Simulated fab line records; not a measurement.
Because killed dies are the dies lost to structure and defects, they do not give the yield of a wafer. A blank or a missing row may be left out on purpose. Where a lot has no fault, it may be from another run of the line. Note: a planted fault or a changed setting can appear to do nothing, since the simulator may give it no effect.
Chamber matching :: flow sky130 :: SKY_VIA3_ETCH_14 on rie diel-02: 4 sister chambers
The step etches BARC in N2/H2, stops on SiO2, time 45.9 s, target depth 60 nm. 8 wafers are shown with their chamber, then 8 later ones without.

## WAFERS, EACH WITH ITS CHAMBER
wafer: L079.1
chamber: 2
drypump motor current A (A): 5.3
throttle valve pct (%): 13.222

wafer: L083.6
chamber: 1
drypump motor current A (A): 6.0
throttle valve pct (%): 13.221

wafer: L086.4
chamber: 1
drypump motor current A (A): 6.0
throttle valve pct (%): 13.219

wafer: L086.6
chamber: 3
drypump motor current A (A): 5.6
throttle valve pct (%): 13.241

wafer: L088.1
chamber: 3
drypump motor current A (A): 5.5
throttle valve pct (%): 13.222

wafer: L088.2
chamber: 2
drypump motor current A (A): 5.3
throttle valve pct (%): 13.215

wafer: L088.5
chamber: 0
drypump motor current A (A): 5.1
throttle valve pct (%): 13.224

wafer: L089.4
chamber: 0
drypump motor current A (A): 5.1
throttle valve pct (%): 13.233

## WAFERS WITH NO CHAMBER GIVEN
wafer: L089.5
drypump motor current A (A): 5.1
throttle valve pct (%): 13.213

wafer: L089.6
drypump motor current A (A): 6.0
throttle valve pct (%): 13.216

wafer: L091.1
drypump motor current A (A): 5.1
throttle valve pct (%): 13.239

wafer: L091.2
drypump motor current A (A): 5.3
throttle valve pct (%): 13.222

wafer: L091.4
drypump motor current A (A): 6.0
throttle valve pct (%): 13.232

wafer: L094.1
drypump motor current A (A): 6.0
throttle valve pct (%): 13.235

wafer: L094.2
drypump motor current A (A): 5.6
throttle valve pct (%): 13.218

wafer: L094.5
drypump motor current A (A): 5.1
throttle valve pct (%): 13.235

## THE CHAMBER EACH PASSED THROUGH
wafer: L089.5
from the rows above: 0
in truth: 0

wafer: L089.6
from the rows above: 1
in truth: 1

wafer: L091.1
from the rows above: 0
in truth: 0

wafer: L091.2
from the rows above: 2
in truth: 2

wafer: L091.4
from the rows above: 1
in truth: 1

wafer: L094.1
from the rows above: 1
in truth: 1

wafer: L094.2
from the rows above: 3
in truth: 3

wafer: L094.5
from the rows above: 0
in truth: 0
Correctly placed: 8 of 8. From these rows, 0 cannot be placed. 0 placed wrongly.
How it was worked out, from the rows above alone: a wafer's distance from a chamber is the root of the sum, over the readings, of the square of ((its reading less the chamber's mean) divided by the reading's scatter). If the next closest chamber is less than 2 further off than the closest, the wafer can't be placed; otherwise it belongs to the closest. The mean given for a chamber averages the wafers shown for that chamber. The scatter: the root of (the sum of the squares of (reading less its chamber's mean) over the shown wafers, divided by (wafers less chambers)).
